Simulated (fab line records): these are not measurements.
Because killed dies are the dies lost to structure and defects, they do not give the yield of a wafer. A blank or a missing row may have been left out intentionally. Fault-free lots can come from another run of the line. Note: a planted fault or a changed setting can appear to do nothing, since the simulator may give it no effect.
A lot that was struck, set against a sound lot    flow sky130    15 out of 708 route steps
Sound: these wafers, L141.1, L141.3, L141.6. Struck: wafer L145.2 (left out: L145.5, L145.6 of the same lot, which were not struck); the cause appears at the end.
Each step with rows lists, per side, the tool, then ch with its chambers, then its first start. Under that, the readings that differ: sound wafers    struck wafers    difference of the means    sigmas: that difference in standard deviations of wafers without a fault.
alike: words and numbers the same on both sides, and readings whose means are apart by under 2 such deviations; not compared: readings that were withheld, readings missing a value for some wafer, numbers with overlapping values and no deviation given by the record, and bounds like >300 which may hide the same value.
The two part at a step that has a row with sigmas, a row that says differs or no value, or rows on one side only. Numbers that don't overlap but have no deviation are shown without sigmas and don't part them. A reading that every wafer of one side lacks parts them only if that side has two wafers or more.

SKY_VIA3_CD_MEAS_12: target cd 200 nm.
  sound: cdSem-01 at day 41 19:47; struck: cdSem-02 at day 42 23:16
  alike: cdNm
SKY_VIA3_OVL_MEAS_13:
  sound: overlay-02 at day 41 19:54; struck: overlay-01 at day 42 23:22
  alike: VIA3_OVL
then, 1 step without rows for these wafers: SKY_VIA3_ETCH_14 (etches BARC in N2/H2, stops on SiO2, time 45.9 s, target depth 60 nm).
SKY_VIA3_ETCH_15: etches SiO2 in C4F8/O2/Ar, stops on TiN, target depth 507 nm, time 78 s.
  sound on rieDiel-03 ch 0,1,3, day 41 19:58; struck on rieDiel-02 ch 1, day 42 23:26
reading              sound              struck  difference  sigmas
oesProductAu (a.u.)  0.949 0.947 0.954  0.939   -0.011      -2
  not compared: rfHoursCounterH
SKY_VIA3_STRIP_16: strips in O2/N2.
  sound on plasmaAsher-01 ch 0,1, day 41 20:02; struck on plasmaAsher-01 ch 0, day 42 23:30
reading              sound              struck  difference  sigmas
oesProductAu (a.u.)  0.409 0.402 0.399  0.393   -0.010      -2
  alike: drypumpMotorCurrentA, stripTimeToEndpointS
  not compared: rfHoursCounterH
then, 3 steps without rows for these wafers: SKY_VIA3_STRIP_17 (strips in post etch residue remover, time 1200 s); SKY_VIA3_CLEAN_18 (cleans in IPA, time 180 s); SKY_VIA3_CLEAN_19 (cleans in O3/DIW).
SKY_VIA3_SPUTTER_20: material TiN, target thk 20 nm, time 80 s.
  sound: pvdSputter-02 at day 41 20:38; struck: pvdSputter-01 at day 43 00:05
  alike: throttleValvePct
SKY_VIA3_CVD_21: deposits W, target thk 390 nm, time 117.31 s.
  sound on cvdW-01 ch 0,1, day 41 20:41; struck on cvdW-02 ch 1, day 43 00:10
reading           sound        struck  difference  sigmas
heaterPowerW (W)  859 833 813  744     -91         -2
SKY_VIA3_RS_MEAS_22: a four-point-probe measurement.
  sound: filmMetro-04 at day 41 20:49; struck: filmMetro-03 at day 43 00:18
  alike: VIA3_W_RS
SKY_VIA3_THK_MEAS_23: measures by xrf.
  sound: filmMetro-04 at day 41 20:56; struck: filmMetro-03 at day 43 00:25
  alike: VIA3_W_THK
SKY_VIA3_CMP_24: polishes, stops on SiO2, t overpolish 20 s, target thk 0 nm.
  sound on cmp-02 ch 1,2,3, day 41 20:59; struck on cmp-02 ch 0, day 43 00:37
reading          sound              struck  difference  sigmas
platenRpm (rpm)  60.03 59.98 59.97  66.00   +6.01       +99 or more
  alike: headPressurePsi, motorCurrentA, overpolishRunS, timeToEndpointS
SKY_METAL4_SPUTTER_00: material Ti, target thk 15 nm, time 10 s.
  sound: pvdSputter-04 at day 41 21:17; struck: pvdSputter-04 at day 43 00:46
  alike: throttleValvePct
-- the record jumps here: 6 days lie between the struck wafers' starts before and after (it left off in module METAL4 and takes up again in module PAD_OPEN, whose first step shown is number 708 of the route) --
SKY_PAD_OPEN_PROBE_99:
  sound: prober-01 at day 47 15:14; struck: prober-01 at day 48 15:06
reading           sound     struck  difference  sigmas
killedAtFrontEnd  23 15 19  9       -10         -2
  alike: defectLimitedYield, killed_at_M0_to_M3, killed_at_M4_up, killedAtContacts, killedAtOther, killedDies, killedOpen, killedShort, sort_bin_3_pad_short, sort_bin_5_function, sort_bin_6_memory, sortNPass, sortYieldPct

WHERE THEY PART
At SKY_VIA3_ETCH_15 first; at SKY_PAD_OPEN_PROBE_99 last (within this record only).

WHY: what the simulator had put in
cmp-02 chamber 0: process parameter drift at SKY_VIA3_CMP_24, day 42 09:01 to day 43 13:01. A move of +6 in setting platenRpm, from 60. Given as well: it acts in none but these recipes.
